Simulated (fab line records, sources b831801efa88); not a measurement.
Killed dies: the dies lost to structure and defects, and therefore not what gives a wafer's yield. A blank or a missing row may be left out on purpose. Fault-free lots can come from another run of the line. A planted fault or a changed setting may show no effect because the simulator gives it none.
Which tool is to blame? | flow sky130 | Sampling: 11 lots, 33 wafers, 3 of 708 route steps

WHAT EACH GAUGE READ, for each wafer
SKY_LDD_P_TW_MEAS_11.
lot  | measured     | on            | LDD_P_TW
L328 | day 18 21:32 | film metro-02 | 637 634 637
L331 | day 21 01:50 | film metro-04 | 631 633 633
L332 | day 21 05:03 | film metro-02 | 637 637 634
L338 | day 22 20:44 | film metro-04 | 716 720 722
L339 | day 23 10:08 | film metro-02 | 723 721 722
L344 | day 24 23:44 | film metro-02 | 633 635 631
L345 | day 25 11:29 | film metro-04 | 630 631 629
L346 | day 25 11:01 | film metro-04 | 628 630 628
L347 | day 25 16:21 | film metro-03 | 639 640 642
L349 | day 26 22:51 | film metro-02 | 636 636 638
L350 | day 27 04:41 | film metro-04 | 632 632 630

WHAT TOOL EACH LOT RAN ON (gives the tool, then ch and the chambers of the sampled wafers, and finally the start)
lot  | SKY_FIELD_ISO_STRIP_16              | SKY_LDD_P_IMPLANT_09
L328 | plasma asher-02 ch 0,1, day 2 06:29 | implanter-02 ch 0, day 18 21:17
L331 | plasma asher-01 ch 0,1, day 2 21:17 | implanter-04 ch 0, day 21 01:35
L332 | plasma asher-02 ch 0,1, day 3 02:49 | implanter-01 ch 0, day 21 04:50
L338 | plasma asher-03 ch 0,1, day 4 08:35 | implanter-01 ch 0, day 22 20:29
L339 | plasma asher-03 ch 0,1, day 4 14:07 | implanter-01 ch 0, day 23 09:55
L344 | plasma asher-02 ch 0,1, day 5 16:02 | implanter-02 ch 0, day 24 23:29
L345 | plasma asher-01 ch 0,1, day 5 23:38 | implanter-02 ch 0, day 25 11:14
L346 | plasma asher-01 ch 0,1, day 6 03:02 | implanter-01 ch 0, day 25 10:46
L347 | plasma asher-02 ch 0, day 6 07:56   | implanter-04 ch 0, day 25 16:07
L349 | plasma asher-03 ch 0,1, day 6 18:56 | implanter-04 ch 0, day 26 22:37
L350 | plasma asher-03 ch 1, day 7 01:23   | implanter-04 ch 0, day 27 04:26
- SKY_FIELD_ISO_STRIP_16: strips in O2/N2.
- SKY_LDD_P_IMPLANT_09

THE ANSWER, worked out from the rows above alone
Rule: the lots themselves supply what counts as usual. The widest of any qualifying gaps counts: lots, ordered by their means at a reading, are off when they make up no more than a third of the lots, leave a main group of 4 or more, and stand apart from it by 3 or more times the standard deviation of that group's means. A main group whose means are all the same, to the digits that the tables above print for the reading, isn't used. A lot without any number at a reading at which 4 lots or more have one is off too. The other lots that the step has rows for count as sound.
Off: at SKY_LDD_P_TW_MEAS_11 (LDD_P_TW), L338, L339. Main group: mean 634, sd 3.5.
A tool fits if, at a process step before that reading, it ran every lot that is off, and no sound lot after the first of them. The gauges at SKY_LDD_P_TW_MEAS_11 are tried like those tools. Of those tried, none fits.

WHAT HAD BEEN PUT IN BY THE SIMULATOR
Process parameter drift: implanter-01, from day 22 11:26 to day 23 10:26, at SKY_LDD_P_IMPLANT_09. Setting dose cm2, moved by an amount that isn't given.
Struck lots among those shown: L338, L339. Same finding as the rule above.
